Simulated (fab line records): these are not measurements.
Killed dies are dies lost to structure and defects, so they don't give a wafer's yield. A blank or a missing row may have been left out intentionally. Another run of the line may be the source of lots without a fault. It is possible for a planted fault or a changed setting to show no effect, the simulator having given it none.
Which tool was responsible? || flow gf180mcu || 11 lots with 33 wafers sampled at 3 steps, on a route of 602 steps

WHAT THE GAUGES READ, wafer by wafer
GF_STI_THK_MEAS_22.
{"lot": "L401", "measured": "day 2 09:53", "on": "film-metro-04", "STI_OXIDATION_01_THK (nm)": "15.25 14.96 14.79"}
{"lot": "L402", "measured": "day 2 15:19", "on": "film-metro-01", "STI_OXIDATION_01_THK (nm)": "15.17 15.25 14.73"}
{"lot": "L403", "measured": "day 2 18:44", "on": "film-metro-01", "STI_OXIDATION_01_THK (nm)": "14.83 15.00 15.11"}
{"lot": "L407", "measured": "day 3 17:17", "on": "film-metro-02", "STI_OXIDATION_01_THK (nm)": "15.20 15.03 15.00"}
{"lot": "L408", "measured": "day 3 22:07", "on": "film-metro-02", "STI_OXIDATION_01_THK (nm)": "15.05 14.94 14.69"}
{"lot": "L411", "measured": "day 4 13:10", "on": "film-metro-02", "STI_OXIDATION_01_THK (nm)": "14.38 14.47 14.82"}
{"lot": "L415", "measured": "day 5 08:12", "on": "film-metro-02", "STI_OXIDATION_01_THK (nm)": "8.20 7.85 8.04 8.16 7.86 8.04"}
{"lot": "L416", "measured": "day 5 13:56", "on": "film-metro-01", "STI_OXIDATION_01_THK (nm)": "15.19 15.25 14.90"}
{"lot": "L417", "measured": "day 5 20:10", "on": "film-metro-02", "STI_OXIDATION_01_THK (nm)": "8.33 8.32 8.17 8.30 8.32 8.18"}
{"lot": "L422", "measured": "day 6 20:14", "on": "film-metro-04", "STI_OXIDATION_01_THK (nm)": "15.05 15.03 15.13"}
{"lot": "L423", "measured": "day 7 03:39", "on": "film-metro-02", "STI_OXIDATION_01_THK (nm)": "15.31 14.72 15.06"}

GF_STI_THK_MEAS_24.
{"lot": "L401", "measured": "day 2 10:02", "on": "film-metro-01", "STI_CVD_23_THK (nm)": "647 650 641"}
{"lot": "L402", "measured": "day 2 15:27", "on": "film-metro-01", "STI_CVD_23_THK (nm)": "660 666 661"}
{"lot": "L403", "measured": "day 2 18:52", "on": "film-metro-01", "STI_CVD_23_THK (nm)": "640 636 638"}
{"lot": "L407", "measured": "day 3 17:25", "on": "film-metro-01", "STI_CVD_23_THK (nm)": "666 650 655"}
{"lot": "L408", "measured": "day 3 22:16", "on": "film-metro-02", "STI_CVD_23_THK (nm)": "645 647 643"}
{"lot": "L411", "measured": "day 4 13:19", "on": "film-metro-01", "STI_CVD_23_THK (nm)": "648 645 650"}
{"lot": "L415", "measured": "day 5 10:34", "on": "film-metro-04", "STI_CVD_23_THK (nm)": "650 641 650"}
{"lot": "L416", "measured": "day 5 14:05", "on": "film-metro-01", "STI_CVD_23_THK (nm)": "657 660 654"}
{"lot": "L417", "measured": "day 5 22:53", "on": "film-metro-02", "STI_CVD_23_THK (nm)": "647 640 650"}
{"lot": "L422", "measured": "day 6 20:22", "on": "film-metro-04", "STI_CVD_23_THK (nm)": "673 652 653"}
{"lot": "L423", "measured": "day 7 03:47", "on": "film-metro-01", "STI_CVD_23_THK (nm)": "653 655 645"}

TOOL THAT RAN EACH LOT (tool first, then ch and the chambers of the sampled wafers, then the start)
{"lot": "L401", "GF_STI_OXIDATION_21": "furnace-02 ch 0, day 2 08:46"}
{"lot": "L402", "GF_STI_OXIDATION_21": "furnace-01 ch 0, day 2 14:10"}
{"lot": "L403", "GF_STI_OXIDATION_21": "furnace-02 ch 0, day 2 17:35"}
{"lot": "L407", "GF_STI_OXIDATION_21": "furnace-01 ch 0, day 3 16:08"}
{"lot": "L408", "GF_STI_OXIDATION_21": "furnace-02 ch 0, day 3 20:59"}
{"lot": "L411", "GF_STI_OXIDATION_21": "furnace-02 ch 0, day 4 12:02"}
{"lot": "L415", "GF_STI_OXIDATION_21": "furnace-02 ch 0, day 5 07:04"}
{"lot": "L416", "GF_STI_OXIDATION_21": "furnace-01 ch 0, day 5 12:47"}
{"lot": "L417", "GF_STI_OXIDATION_21": "furnace-02 ch 0, day 5 19:01"}
{"lot": "L422", "GF_STI_OXIDATION_21": "furnace-01 ch 0, day 6 19:07"}
{"lot": "L423", "GF_STI_OXIDATION_21": "furnace-01 ch 0, day 7 02:31"}
- GF_STI_OXIDATION_21: stabilise 600 s, purge 300 s, target thk 15 nm.

AS READ BY THE TOOLS THEMSELVES (means over the sampled wafers that have a number; for cases with no such wafer, the mark the record gives instead)
GF_STI_OXIDATION_21.
{"lot": "L401", "tool": "furnace-02", "spike-tc-bottom-C (C)": 1019.7, "spike-tc-centre-C (C)": 1001.9, "spike-tc-lower-C (C)": 998.2, "spike-tc-top-C (C)": 1012.4, "spike-tc-upper-C (C)": 1000.2, "tube-center-temp-C (C)": 1000, "tube_center_temp_C_max": 1002.6, "zone-power-bottom-pct (%)": 42.2}
{"lot": "L402", "tool": "furnace-01", "spike-tc-bottom-C (C)": 1015.8, "spike-tc-centre-C (C)": 999.0, "spike-tc-lower-C (C)": 1002.5, "spike-tc-top-C (C)": 1011.6, "spike-tc-upper-C (C)": 1001.2, "tube-center-temp-C (C)": 1000, "tube_center_temp_C_max": 1002.2, "zone-power-bottom-pct (%)": 41.1}
{"lot": "L403", "tool": "furnace-02", "spike-tc-bottom-C (C)": 1019.2, "spike-tc-centre-C (C)": 1001.0, "spike-tc-lower-C (C)": 997.4, "spike-tc-top-C (C)": 1012.4, "spike-tc-upper-C (C)": 1000.4, "tube-center-temp-C (C)": 1000, "tube_center_temp_C_max": 1002.6, "zone-power-bottom-pct (%)": 42.4}
{"lot": "L407", "tool": "furnace-01", "spike-tc-bottom-C (C)": 1015.7, "spike-tc-centre-C (C)": 1000.7, "spike-tc-lower-C (C)": 1000.7, "spike-tc-top-C (C)": 1011.8, "spike-tc-upper-C (C)": 1000.2, "tube-center-temp-C (C)": 1000, "tube_center_temp_C_max": 1002.1, "zone-power-bottom-pct (%)": 40.7}
{"lot": "L408", "tool": "furnace-02", "spike-tc-bottom-C (C)": 1018.7, "spike-tc-centre-C (C)": 1000.0, "spike-tc-lower-C (C)": 997.2, "spike-tc-top-C (C)": 1011.8, "spike-tc-upper-C (C)": 999.9, "tube-center-temp-C (C)": 1000, "tube_center_temp_C_max": 1002.4, "zone-power-bottom-pct (%)": 42.4}
{"lot": "L411", "tool": "furnace-02", "spike-tc-bottom-C (C)": 1018.5, "spike-tc-centre-C (C)": 1001.6, "spike-tc-lower-C (C)": 997.3, "spike-tc-top-C (C)": 1010.9, "spike-tc-upper-C (C)": 1000.0, "tube-center-temp-C (C)": 1000, "tube_center_temp_C_max": 1002.8, "zone-power-bottom-pct (%)": 42.2}
{"lot": "L415", "tool": "furnace-02", "spike-tc-bottom-C (C)": 969.4, "spike-tc-centre-C (C)": 951.4, "spike-tc-lower-C (C)": 946.7, "spike-tc-top-C (C)": 963.1, "spike-tc-upper-C (C)": 950.4, "tube-center-temp-C (C)": 950, "tube_center_temp_C_max": 953.2, "zone-power-bottom-pct (%)": 37.6}
{"lot": "L416", "tool": "furnace-01", "spike-tc-bottom-C (C)": 1017.0, "spike-tc-centre-C (C)": 999.8, "spike-tc-lower-C (C)": 1001.3, "spike-tc-top-C (C)": 1011.1, "spike-tc-upper-C (C)": 999.5, "tube-center-temp-C (C)": 1000, "tube_center_temp_C_max": 1002.6, "zone-power-bottom-pct (%)": 41.3}
{"lot": "L417", "tool": "furnace-02", "spike-tc-bottom-C (C)": 970.1, "spike-tc-centre-C (C)": 951.1, "spike-tc-lower-C (C)": 947.3, "spike-tc-top-C (C)": 962.8, "spike-tc-upper-C (C)": 950.4, "tube-center-temp-C (C)": 950, "tube_center_temp_C_max": 953.1, "zone-power-bottom-pct (%)": 37.9}
{"lot": "L422", "tool": "furnace-01", "spike-tc-bottom-C (C)": 1016.8, "spike-tc-centre-C (C)": 1000.4, "spike-tc-lower-C (C)": 1001.1, "spike-tc-top-C (C)": 1011.1, "spike-tc-upper-C (C)": 1000.2, "tube-center-temp-C (C)": 1000, "tube_center_temp_C_max": 1002.8, "zone-power-bottom-pct (%)": 41.3}
{"lot": "L423", "tool": "furnace-01", "spike-tc-bottom-C (C)": 1015.6, "spike-tc-centre-C (C)": 1000.1, "spike-tc-lower-C (C)": 1001.4, "spike-tc-top-C (C)": 1011.5, "spike-tc-upper-C (C)": 1000.0, "tube-center-temp-C (C)": 1000, "tube_center_temp_C_max": 1003.3, "zone-power-bottom-pct (%)": 40.8}

THE ANSWER, worked out from the rows above alone
Rule: the usual values come from the lots themselves. Put in order of their means at a reading, lots are off if they are a third of the lots or fewer, leave a main group of 4 or more, and stand apart from it by a gap of 3 or more times the standard deviation of the main group's means; of several such gaps the widest counts. A main group whose means are all the same, to the digits that the tables above print for the reading, isn't used. A lot without any number at a reading at which 4 lots or more have one is off too. All remaining lots with rows at the step are treated as sound. After the gauges, taken in route order, come the tools' own readings; for these a lot's mean is taken, as printed above. The first step at which some lot is off is used, and at that step the reading that is off furthest; a lot without a number counts as furthest.
Off: L415, L417, seen at GF_STI_THK_MEAS_22 (STI_OXIDATION_01_THK). The main group has a mean of 14.97 nm with a standard deviation of 0.16.
If a tool, at a process step before that reading, ran all the lots that are off and no sound lot after the first of them, it fits. The gauges at GF_STI_THK_MEAS_22 aren't tried: what is off there is off at GF_STI_OXIDATION_21 too, on other tools, and a gauge's error can't cause that. One candidate fits, namely furnace-02 at GF_STI_OXIDATION_21. Its last sound lot is L411 (day 4 12:02), its first lot that is off L415 (day 5 07:04): a fault that began between those two fits.
The tool's own readings at GF_STI_OXIDATION_21 bear it out: on the lots that are off they differ by more than 5 times the standard deviation of the sound lots' means. spike-tc-bottom-C reads 969.8 C there against 1017.4 C on the sound lots; spike-tc-centre-C reads 951.2 C there against 1000.5 C on the sound lots; spike-tc-lower-C reads 947.0 C there against 999.7 C on the sound lots; spike-tc-top-C reads 963.0 C there against 1011.6 C on the sound lots; spike-tc-upper-C reads 950.4 C there against 1000.2 C on the sound lots; tube-center-temp-C reads 950 C there against 1000 C on the sound lots; tube_center_temp_C_max reads 953.2 there against 1002.6 on the sound lots; zone-power-bottom-pct reads 37.8 % there against 41.6 % on the sound lots.

WHAT THE SIMULATOR HAD INSERTED
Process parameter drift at GF_STI_OXIDATION_21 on furnace-02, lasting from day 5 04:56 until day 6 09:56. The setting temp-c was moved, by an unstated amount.
Struck lots among those shown: L415, L417. Same finding as the rule above.
